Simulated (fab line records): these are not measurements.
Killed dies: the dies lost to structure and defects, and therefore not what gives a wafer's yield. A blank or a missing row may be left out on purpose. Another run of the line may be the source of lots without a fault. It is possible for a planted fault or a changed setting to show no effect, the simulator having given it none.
Which tool did it? ; flow sky130 ; 13 lots with 39 wafers sampled at 3 steps, on a route of 708 steps

## WHAT EACH GAUGE READ, for each wafer
SKY_FIELD_ISO_THK_MEAS_02. Usual: for FIELD_ISO_OXIDATION_00_THK the level is 11.97 nm and the standard deviation is 0.26.
lot;measured;on;FIELD_ISO_OXIDATION_00_THK (nm);flag
L651;day 1 12:29;filmMetro-02;11.64 11.71 11.61;
L652;day 1 19:59;filmMetro-04;11.90 11.96 11.79;
L653;day 1 23:07;filmMetro-04;12.19 11.95 11.90;
L654;day 2 04:23;filmMetro-04;11.58 11.75 11.66;
L655;day 2 08:26;filmMetro-02;12.07 11.90 11.77;
L656;day 2 12:38;filmMetro-04;12.13 12.18 12.21;
L657;day 2 18:21;filmMetro-03;12.40 12.41 12.39;
L658;day 2 23:41;filmMetro-02;11.96 12.29 12.12;
L659;day 3 04:29;filmMetro-03;12.02 11.97 11.81;
L660;day 3 08:45;filmMetro-03;11.54 11.46 11.71;
L661;day 3 17:08;filmMetro-04;12.15 11.98 12.22;
L664;day 4 09:11;filmMetro-02;12.10 12.00 12.28;
L674;day 6 07:23;filmMetro-04;12.35 12.35 12.32;

SKY_FIELD_ISO_THK_MEAS_25. Usual: for FIELD_ISO_CVD_24_THK the level is 596 nm and the standard deviation is 5.6.
lot;measured;on;FIELD_ISO_CVD_24_THK (nm);flag
L651;day 2 07:04;filmMetro-02;599 591 589;
L652;day 2 13:56;filmMetro-03;605 608 600;
L653;day 2 20:37;filmMetro-03;594 603 598;
L654;day 3 01:25;filmMetro-02;597 590 583;
L655;day 3 10:02;filmMetro-03;595 600 598;
L656;day 3 10:02;filmMetro-04;613 605 594;
L657;day 3 19:49;filmMetro-02;592 589 587;
L658;day 3 19:53;filmMetro-04;596 597 599;
L659;day 4 05:13;filmMetro-02;595 598 592;
L660;day 4 10:28;filmMetro-02;603 601 598;
L661;day 4 18:32;filmMetro-02;603 604 595;
L664;day 5 04:44;filmMetro-03;594 589 595;
L674;day 7 07:08;filmMetro-03;598 602 599;

## WHICH TOOL RAN EACH LOT (tool, then ch and the chambers of the sampled wafers, then the start)
lot;SKY_FIELD_ISO_ETCH_17
L651;rieSi-01 ch 0,1, day 2 04:37
L652;rieSi-02 ch 0,2,3, day 2 12:07
L653;rieSi-02 ch 1,2,3, day 2 18:35
L654;rieSi-02 ch 1,2, day 2 23:28
L655;rieSi-01 ch 0,1,2, day 3 07:29
L656;rieSi-02 ch 0,2, day 3 07:50
L657;rieSi-02 ch 1,2, day 3 13:53
L658;rieSi-01 ch 0,2,3, day 3 17:47
L659;rieSi-02 ch 0,1,3, day 3 22:29
L660;rieSi-01 ch 0,1, day 4 04:31
L661;rieSi-01 ch 0,1,2, day 4 12:35
L664;rieSi-01 ch 1,2,3, day 5 03:05
L674;rieSi-01 ch 0,2,3, day 7 05:29
- SKY_FIELD_ISO_ETCH_17: etches Si in HBr/Cl2/O2, target depth 342 nm, time 97.7 s.

## WHAT THE TOOLS THEMSELVES READ (means of the sampled wafers that have a number; where no wafer has one, the mark that the record gives instead)
SKY_FIELD_ISO_ETCH_17. Usual: HBr_flow_sccm 150.0 sccm, standard deviation 0.42; drypumpMotorCurrentA 5.8 A, standard deviation 0.44; oesProductAu 0.999 a.u., standard deviation 0.011; rfFwdPowerW 596.2 W, standard deviation 2.3; throttleValvePct 25.658 %, standard deviation 0.011.
lot;tool;HBr_flow_sccm (sccm);drypumpMotorCurrentA (A);oesProductAu (a.u.);rfFwdPowerW (W);throttleValvePct (%);flag
L651;rieSi-01;149.7;5.5;0.999;595.0;25.655;
L652;rieSi-02;149.8;6.3;0.995;597.3;25.659;
L653;rieSi-02;149.8;6.1;0.995;596.9;25.651;
L654;rieSi-02;149.5;6.1;0.990;595.0;25.666;
L655;rieSi-01;150.1;5.5;1.004;596.9;25.656;
L656;rieSi-02;150.0;6.3;0.994;597.5;25.667;
L657;rieSi-02;150.0;6.0;0.986;594.8;25.667;
L658;rieSi-01;149.9;5.4;1.001;595.9;25.652;
L659;rieSi-02;149.8;6.4;0.997;594.9;25.653;
L660;rieSi-01;149.8;5.5;1.001;593.6;25.657;
L661;rieSi-01;149.6;5.6;1.003;595.7;25.652;
L664;rieSi-01;150.1;5.5;1.013;598.0;25.645;
L674;rieSi-01;150.3;5.4;1.009;597.9;25.659;

## THE ANSWER, worked out from the rows above alone
Rule: a lot is off if the mean of its wafers that have a number lies more than 3 standard deviations from the usual mean. A lot without any number at a reading at which 4 lots or more have one is off too. Where the step has rows for the other lots, those lots are counted as sound. After the gauges, taken in route order, come the tools' own readings; for these a lot's mean is taken, as printed above. The first step at which some lot is off is used, and at that step the reading that is off furthest; a lot without a number counts as furthest.
Across all readings shown, no lot is off: no conclusion can be drawn from this.

## WHAT THE SIMULATOR PUT IN
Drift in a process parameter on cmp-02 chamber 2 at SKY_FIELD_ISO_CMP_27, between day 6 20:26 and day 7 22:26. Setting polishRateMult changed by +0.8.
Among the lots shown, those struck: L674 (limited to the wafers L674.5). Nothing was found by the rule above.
